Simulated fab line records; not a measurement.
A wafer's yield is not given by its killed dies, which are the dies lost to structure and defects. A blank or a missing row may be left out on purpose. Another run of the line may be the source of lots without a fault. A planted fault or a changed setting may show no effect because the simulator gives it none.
Split-lot experiment | flow sky130 | 5 lots, 23 wafers read, on a route of 708 steps

SPLIT DETAILS
At SKY_SD_P_IMPLANT_09, the setting energyKev was moved away from the recipe's 20 on 8 of the 23 wafers read, by -5.4% to +5.0%. For the rest of the wafers, this setting stayed at what the recipe calls for.

THE PATH FROM SPLIT TO READING: the file shows 1 step between them
- SKY_SD_P_STRIP_10: strips in O2/N2

THE READING
SD_P_TW, at SKY_SD_P_TW_MEAS_11. On this fab line, fault-free wafers typically give 2832 with a standard deviation of 18.

wafer  | tool, chamber at the split | energyKev as run | against the recipe | SD_P_TW | against lot-mates on the recipe
L077.1 | implanter-04, 0            | 20               | recipe             | 2834    | -
L077.2 | implanter-04, 0            | 18.91            | -5.4%              | 2806    | -26
L077.3 | implanter-04, 0            | 18.91            | -5.4%              | 2797    | -34
L077.4 | implanter-04, 0            | 20               | recipe             | 2829    | -
L077.6 | implanter-04, 0            | 18.91            | -5.4%              | 2787    | -44
L074.1 | implanter-04, 0            | 20               | recipe             | 2836    | -
L074.4 | implanter-04, 0            | 20               | recipe             | 2816    | -
L074.5 | implanter-04, 0            | 20               | recipe             | 2823    | -
L078.1 | implanter-04, 0            | 20               | recipe             | 2865    | -
L078.2 | implanter-04, 0            | 20.63            | +3.1%              | 2892    | +30
L078.3 | implanter-04, 0            | 20.63            | +3.1%              | 2901    | +38
L078.4 | implanter-04, 0            | 20.63            | +3.1%              | 2895    | +32
L078.5 | implanter-04, 0            | 20               | recipe             | 2860    | -
L082.1 | implanter-02, 0            | 20               | recipe             | 2864    | -
L082.2 | implanter-02, 0            | 20               | recipe             | 2860    | -
L082.3 | implanter-02, 0            | 20               | recipe             | 2873    | -
L082.4 | implanter-02, 0            | 20               | recipe             | 2858    | -
L082.5 | implanter-02, 0            | 20               | recipe             | 2859    | -
L083.1 | implanter-02, 0            | 20               | recipe             | 2820    | -
L083.2 | implanter-02, 0            | 20               | recipe             | 2836    | -
L083.4 | implanter-02, 0            | 21.01            | +5.0%              | 2873    | +44
L083.5 | implanter-02, 0            | 21.01            | +5.0%              | 2870    | +41
L083.6 | implanter-02, 0            | 20               | recipe             | 2830    | -

THE FIT
A straight line over all 23 wafers: SD_P_TW changes by +9.05 for each +1% of energyKev; r = +0.80; the points scatter about the line by 19.
The same after taking each lot's own level away (the mean of its wafers on the recipe; 23 wafers): +7.72 for each +1%; r = +0.95; scatter 7.
Per that fit: largest energyKev move, reading shift of 42.
The lots' own levels span 2825.0 to 2862.8, that is 2.1 times the standard deviation above.
Thus the slope moves with the lot-to-lot level: the two fits are different.
Check: with one of the wafers moved furthest among these (-5.4%) left out of the fit, the line predicts -43.7 for it against its lot-mates. Against them it came out at -25.5.

ADDITIONAL SPLITS CARRIED BY THESE WAFERS
Other splits were also applied to these wafers ahead of the reading. Each is held against what the fit with the lots' levels taken away leaves over:
other split on the same wafers    | wafers away from the commonest value | r with SD_P_TW (lot level and that fit taken away)
SKY_LDD_N_COAT_02 spinRpm         | 6                                    | -0.39
SKY_LDD_N_IMPLANT_10 doseCm2      | 7                                    | +0.18
SKY_LDD_P_COAT_02 resistThkNm     | 8                                    | -0.21
SKY_LDD_P_DEVELOP_06 developTimeS | 5                                    | -0.27
SKY_LDD_HVN_IMPLANT_08 energyKev  | 9                                    | +0.01
SKY_LDD_HVP_IMPLANT_08 energyKev  | 5                                    | +0.29
SKY_SPACER_CVD_00 pressureMtorr   | 15                                   | +0.27

THE WHOLE CHAIN: every reading that the file lists as answering this split, in the file's order
step                | what it does    | reading                                                        | change (the file's fit)                | r (the file's)
SKY_SD_P_IMPLANT_09 |                 | implant.rpNm (the simulator's own value, which no gauge read)  | +0.14 nm for each +1% of the setting   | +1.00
SKY_SD_P_IMPLANT_09 |                 | implant.drpNm (the simulator's own value, which no gauge read) | +0.0685 nm for each +1% of the setting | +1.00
SKY_SD_P_STRIP_10   | strips in O2/N2 | stripTimeToEndpointS                                           | withheld for each +1% of the setting   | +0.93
SKY_SD_P_TW_MEAS_11 |                 | SD_P_TW                                                        | +7.89 for each +1% of the setting      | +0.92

FILE'S OWN FIT
SD_P_TW changes by +7.89 for each +1% of energyKev, r = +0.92.
